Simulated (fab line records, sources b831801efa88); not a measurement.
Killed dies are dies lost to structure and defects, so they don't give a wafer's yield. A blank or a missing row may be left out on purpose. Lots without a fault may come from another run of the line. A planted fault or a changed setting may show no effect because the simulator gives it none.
Which tool did it? | flow sky130 | 11 lots, 33 wafers sampled, at 6 steps of a route of 708

WHAT THE GAUGES READ, wafer by wafer
SKY_LOCAL_INTERCONNECT_RS_MEAS_01: measures by four-point-probe.
lot  | measured     | on            | LOCAL_INTERCONNECT_TIN_RS (ohm/sq)
L142 | day 29 02:17 | film_metro-03 | 14.11 14.05 14.10
L145 | day 30 12:32 | film_metro-02 | 14.15 14.35 14.17
L148 | day 31 20:49 | film_metro-03 | 14.20 14.35 14.37
L149 | day 31 21:07 | film_metro-04 | 13.92 13.88 13.96
L151 | day 32 13:53 | film_metro-03 | 14.10 14.12 14.23
L154 | day 33 14:50 | film_metro-04 | 14.09 14.21 14.21
L155 | day 33 19:32 | film_metro-02 | 14.38 14.31 14.30
L156 | day 34 02:35 | film_metro-04 | 14.22 14.30 14.05
L162 | day 35 20:52 | film_metro-03 | 14.07 14.26 14.50
L164 | day 36 09:14 | film_metro-03 | 13.80 14.03 13.82
L165 | day 36 15:14 | film_metro-04 | 14.01 14.31 14.19

SKY_METAL1_RS_MEAS_05: measures by four-point-probe.
lot  | measured     | on            | METAL1_ALCU_RS (ohm/sq)
L142 | day 31 13:59 | film_metro-03 | 0.1225 0.1215 0.1213
L145 | day 32 22:28 | film_metro-03 | 0.1283 0.1263 0.1285
L148 | day 34 06:04 | film_metro-03 | 0.1249 0.1236 0.1257
L149 | day 34 07:20 | film_metro-03 | 0.1288 0.1270 0.1282
L151 | day 34 22:10 | film_metro-03 | 0.1280 0.1280 0.1250
L154 | day 35 22:42 | film_metro-03 | 0.1259 0.1191 0.1249
L155 | day 36 03:47 | film_metro-03 | 0.1251 0.1247 0.1240
L156 | day 36 10:24 | film_metro-01 | 0.1183 0.1271 0.1264
L162 | day 38 03:26 | film_metro-01 | 0.1263 0.1267 0.1253
L164 | day 38 15:44 | film_metro-02 | 0.1268 0.1279 0.1238
L165 | day 38 22:11 | film_metro-02 | 0.1259 0.1261 0.1280

SKY_METAL1_THK_MEAS_06: measures by xrf.
lot  | measured     | on            | METAL1_ALCU_THK (nm)
L142 | day 31 14:06 | film_metro-03 | 256 258 261
L145 | day 32 22:35 | film_metro-03 | 243 247 243
L148 | day 34 06:11 | film_metro-03 | 251 253 251
L149 | day 34 07:27 | film_metro-03 | 245 247 245
L151 | day 34 22:16 | film_metro-03 | 246 245 251
L154 | day 35 22:49 | film_metro-03 | 247 261 250
L155 | day 36 03:55 | film_metro-03 | 253 255 255
L156 | day 36 10:31 | film_metro-01 | 260 243 243
L162 | day 38 03:33 | film_metro-01 | 246 246 247
L164 | day 38 15:51 | film_metro-02 | 244 244 253
L165 | day 38 22:17 | film_metro-02 | 248 246 244

WHICH TOOL RAN EACH LOT (tool, then ch and the chambers of the sampled wafers, then the start)
lot  | SKY_CONTACT_SPUTTER_23       | SKY_METAL1_SPUTTER_02        | SKY_METAL1_SPUTTER_04
L142 | pvd_sputter-04, day 31 13:11 | pvd_sputter-02, day 31 13:53 | pvd_sputter-02, day 31 13:55
L145 | pvd_sputter-04, day 32 21:40 | pvd_sputter-03, day 32 22:22 | pvd_sputter-03, day 32 22:25
L148 | pvd_sputter-02, day 34 05:17 | pvd_sputter-03, day 34 05:59 | pvd_sputter-03, day 34 06:01
L149 | pvd_sputter-02, day 34 06:32 | pvd_sputter-01, day 34 07:14 | pvd_sputter-01, day 34 07:17
L151 | pvd_sputter-04, day 34 21:19 | pvd_sputter-03, day 34 22:01 | pvd_sputter-03, day 34 22:04
L154 | pvd_sputter-02, day 35 21:55 | pvd_sputter-03, day 35 22:37 | pvd_sputter-03, day 35 22:39
L155 | pvd_sputter-04, day 36 03:00 | pvd_sputter-02, day 36 03:42 | pvd_sputter-02, day 36 03:44
L156 | pvd_sputter-04, day 36 09:35 | pvd_sputter-03, day 36 10:17 | pvd_sputter-03, day 36 10:20
L162 | pvd_sputter-03, day 38 02:32 | pvd_sputter-02, day 38 03:20 | pvd_sputter-02, day 38 03:23
L164 | pvd_sputter-02, day 38 14:56 | pvd_sputter-03, day 38 15:38 | pvd_sputter-03, day 38 15:41
L165 | pvd_sputter-04, day 38 21:20 | pvd_sputter-03, day 38 22:03 | pvd_sputter-03, day 38 22:07
- SKY_CONTACT_SPUTTER_23: material TiN, target thk 20 nm, time 80 s.
- SKY_METAL1_SPUTTER_02: material AlCu, target thk 250 nm, time 13.3 s.
- SKY_METAL1_SPUTTER_04: material TiN, target thk 70 nm, time 58.3 s.

WHAT THE TOOLS THEMSELVES READ (means of the sampled wafers that have a number; where no wafer has one, the mark that the record gives instead)
SKY_CONTACT_SPUTTER_23.
lot  | tool           | throttle_valve_pct (%)
L142 | pvd_sputter-04 | 30.4
L145 | pvd_sputter-04 | 30.4
L148 | pvd_sputter-02 | 29.7
L149 | pvd_sputter-02 | 29.9
L151 | pvd_sputter-04 | 29.8
L154 | pvd_sputter-02 | 29.2
L155 | pvd_sputter-04 | 29.7
L156 | pvd_sputter-04 | 29.5
L162 | pvd_sputter-03 | 29.8
L164 | pvd_sputter-02 | 29.6
L165 | pvd_sputter-04 | 30.9

SKY_METAL1_SPUTTER_02.
lot  | tool           | throttle_valve_pct (%)
L142 | pvd_sputter-02 | 29.0
L145 | pvd_sputter-03 | 29.6
L148 | pvd_sputter-03 | 29.9
L149 | pvd_sputter-01 | 28.9
L151 | pvd_sputter-03 | 28.8
L154 | pvd_sputter-03 | 28.7
L155 | pvd_sputter-02 | 29.1
L156 | pvd_sputter-03 | 30.7
L162 | pvd_sputter-02 | 29.6
L164 | pvd_sputter-03 | 29.8
L165 | pvd_sputter-03 | 29.8

SKY_METAL1_SPUTTER_04.
lot  | tool           | throttle_valve_pct (%)
L142 | pvd_sputter-02 | 29.3
L145 | pvd_sputter-03 | 29.8
L148 | pvd_sputter-03 | 30.0
L149 | pvd_sputter-01 | 28.8
L151 | pvd_sputter-03 | 28.8
L154 | pvd_sputter-03 | 28.8
L155 | pvd_sputter-02 | 29.1
L156 | pvd_sputter-03 | 30.9
L162 | pvd_sputter-02 | 29.6
L164 | pvd_sputter-03 | 29.7
L165 | pvd_sputter-03 | 29.8

THE ANSWER, worked out from the rows above alone
Rule: what is usual is taken from the lots themselves. Put in order of their means at a reading, lots are off if they are a third of the lots or fewer, leave a main group of 4 or more, and stand apart from it by a gap of 3 or more times the standard deviation of the main group's means; of several such gaps the widest counts. A main group whose means are all the same, to the digits that the tables above print for the reading, isn't used. A lot without any number at a reading at which 4 lots or more have one is off too. The other lots that the step has rows for count as sound. The gauges are gone through in route order, then the tools' own readings, and for those a lot's mean is taken as printed above. The first step at which some lot is off is used, and at that step the reading that is off furthest; a lot without a number counts as furthest.
No lot is off at any reading shown: from this, nothing can be told.

WHAT THE SIMULATOR HAD PUT IN
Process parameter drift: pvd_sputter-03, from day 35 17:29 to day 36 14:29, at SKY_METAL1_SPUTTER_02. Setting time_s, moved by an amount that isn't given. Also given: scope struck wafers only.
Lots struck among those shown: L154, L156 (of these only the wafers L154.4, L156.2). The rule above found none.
